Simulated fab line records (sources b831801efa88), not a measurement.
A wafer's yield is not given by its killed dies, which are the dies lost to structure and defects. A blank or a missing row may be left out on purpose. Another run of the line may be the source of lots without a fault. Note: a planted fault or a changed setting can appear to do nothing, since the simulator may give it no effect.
What tool caused it? | flow gf180mcu | 18 wafers from 6 lots sampled at 2 of the route's 602 steps

## WHAT EACH GAUGE READ, for each wafer
GF_MIM_RS_MEAS_10: the measuring method here is four-point-probe.
lot  | measured     | on            | MIM_ALCU_RS (ohm/sq)
L975 | day 26 06:08 | film_metro-03 | 0.1579 0.1583 0.1577
L978 | day 26 12:34 | film_metro-04 | 0.1599 0.1609 0.1621
L980 | day 27 12:51 | film_metro-04 | 0.1612 0.1614 0.1603
L982 | day 28 05:11 | film_metro-02 | 0.1595 0.1599 0.1592
L984 | day 28 08:41 | film_metro-02 | 0.1602 0.1593 0.1599
L993 | day 31 00:13 | film_metro-02 | 0.1618 0.1609 0.1619

## EACH LOT AND THE TOOL THAT RAN IT (in order: tool; ch and the chambers of the sampled wafers; start)
lot  | GF_MIM_SPUTTER_02
L975 | pvd_sputter-02, day 26 05:52
L978 | pvd_sputter-02, day 26 12:17
L980 | pvd_sputter-03, day 27 12:31
L982 | pvd_sputter-03, day 28 04:52
L984 | pvd_sputter-01, day 28 08:25
L993 | pvd_sputter-03, day 30 23:53
- GF_MIM_SPUTTER_02: material AlCu, target thk 450 nm, time 23.9 s.

## THE ANSWER, worked out from the rows above alone
Rule: what is usual is taken from the lots themselves. Put in order of their means at a reading, lots are off if they are a third of the lots or fewer, leave a main group of 4 or more, and stand apart from it by a gap of 3 or more times the standard deviation of the main group's means; of several such gaps the widest counts. A main group whose means are all the same, to the digits that the tables above print for the reading, isn't used. Also off: a lot with no number at a reading for which 4 or more lots have one. Where the step has rows for the other lots, those lots are counted as sound.
No lot is off on any of the readings shown, so nothing can be concluded from this.

## WHAT HAD BEEN PUT IN BY THE SIMULATOR
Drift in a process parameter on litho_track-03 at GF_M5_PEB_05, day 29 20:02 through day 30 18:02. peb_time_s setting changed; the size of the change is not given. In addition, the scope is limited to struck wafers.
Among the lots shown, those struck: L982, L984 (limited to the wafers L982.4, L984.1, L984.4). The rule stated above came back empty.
